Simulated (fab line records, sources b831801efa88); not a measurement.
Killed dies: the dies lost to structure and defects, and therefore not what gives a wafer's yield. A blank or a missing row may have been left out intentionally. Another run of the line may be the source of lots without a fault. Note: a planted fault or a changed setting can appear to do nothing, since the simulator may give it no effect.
Chamber matching | flow sky130 | 3 sister chambers for SKY_CAPM_CVD_00 on pecvd-04
The step deposits SiO2, target thk 15.5 nm. 6 wafers are shown with their chamber, then 6 later ones without.

== WAFERS WITH THEIR CHAMBER ==
wafer  | chamber | heater power w (W) | rf fwd power W (W)
L469.6 | 2       | 800                | 440.4
L470.4 | 2       | 698                | 441.1
L480.6 | 0       | 752                | 442.8
L481.2 | 0       | 719                | 440.5
L481.3 | 1       | 813                | 439.3
L481.5 | 1       | 808                | 438.6

== WAFERS WITH NO CHAMBER GIVEN ==
wafer  | heater power w (W) | rf fwd power W (W)
L486.3 | 757                | 441.6
L486.4 | 886                | 438.8
L486.6 | 720                | 441.9
L489.2 | 721                | 439.8
L489.4 | 725                | 442.0
L489.6 | 861                | 439.7

== CHAMBER TAKEN BY EACH ==
wafer  | from the rows above          | in truth
L486.3 | can't be placed: 0 or 2      | 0
L486.4 | can't be placed: 1 or 2      | 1
L486.6 | can't be placed: 0 or 2      | 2
L489.2 | can't be placed: 2 or 0 or 1 | 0
L489.4 | can't be placed: 0 or 2      | 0
L489.6 | can't be placed: 1 or 2      | 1
Placed correctly: 0 of 6. Not placeable from these rows: 6 (in 6, the candidates include the true chamber). Placed wrongly: 0.
How it was worked out, from the rows above alone: a wafer's distance from a chamber is the root of the sum, over the readings, of the square of ((its reading less the chamber's mean) divided by the reading's scatter). The wafer belongs to the nearest chamber; if the next one is less than 2 further off, it can't be placed. A chamber's mean is the mean of its shown wafers. The scatter: take each reading less its chamber's mean, square it, sum over the shown wafers, divide by the number of wafers less the number of chambers, and take the root.
